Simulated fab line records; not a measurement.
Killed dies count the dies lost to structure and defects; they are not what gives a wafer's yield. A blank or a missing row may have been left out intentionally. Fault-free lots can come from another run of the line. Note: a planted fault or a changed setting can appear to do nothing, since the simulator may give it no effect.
Which tool was responsible?    flow sky130    17 wafers from 6 lots sampled at 3 of the route's 708 steps

## WHAT EACH GAUGE READ, for each wafer
SKY_LI_CONTACT_THK_MEAS_23: measures by xrf.
lot   measured      on             LI_CONTACT_W_THK (nm)
L642  day 29 15:57  film-metro-01  408 402 405
L648  day 32 02:16  film-metro-01  400 401 401
L652  day 32 21:38  film-metro-02  392 393
L659  day 35 03:06  film-metro-02  405 407 402
L661  day 35 14:09  film-metro-02  405 396 402
L663  day 36 05:21  film-metro-04  397 399 396

## EACH LOT AND THE TOOL THAT RAN IT (in order: tool; ch and the chambers of the sampled wafers; start)
lot   SKY_LI_CONTACT_STRIP_16               SKY_LI_CONTACT_CVD_21
L642  plasma-asher-04 ch 0,1, day 29 15:16  cvd-w-01 ch 0,1, day 29 15:41
L648  plasma-asher-04 ch 0,1, day 32 01:35  cvd-w-01 ch 0,1, day 32 02:01
L652  plasma-asher-02 ch 1, day 32 20:58    cvd-w-02 ch 1, day 32 21:24
L659  plasma-asher-01 ch 0,1, day 35 02:25  cvd-w-01 ch 0,1, day 35 02:51
L661  plasma-asher-04 ch 0,1, day 35 13:28  cvd-w-01 ch 0,1, day 35 13:54
L663  plasma-asher-02 ch 0,1, day 36 04:40  cvd-w-01 ch 0,1, day 36 05:06
- SKY_LI_CONTACT_STRIP_16: strips in O2/N2.
- SKY_LI_CONTACT_CVD_21: deposits W, target thk 400 nm, time 120.56 s.

## THE ANSWER, worked out from the rows above alone
Rule: usual is defined by the lots themselves. The widest of any qualifying gaps counts: lots, ordered by their means at a reading, are off when they make up no more than a third of the lots, leave a main group of 4 or more, and stand apart from it by 3 or more times the standard deviation of that group's means. The tables above print the reading to a certain number of digits; a main group whose means all agree to those digits is not used. A lot without any number at a reading at which 4 lots or more have one is off too. Where the step has rows for the other lots, those lots are counted as sound.
No lot is off at any reading shown: from this, nothing can be told.

## WHAT THE SIMULATOR HAD INSERTED
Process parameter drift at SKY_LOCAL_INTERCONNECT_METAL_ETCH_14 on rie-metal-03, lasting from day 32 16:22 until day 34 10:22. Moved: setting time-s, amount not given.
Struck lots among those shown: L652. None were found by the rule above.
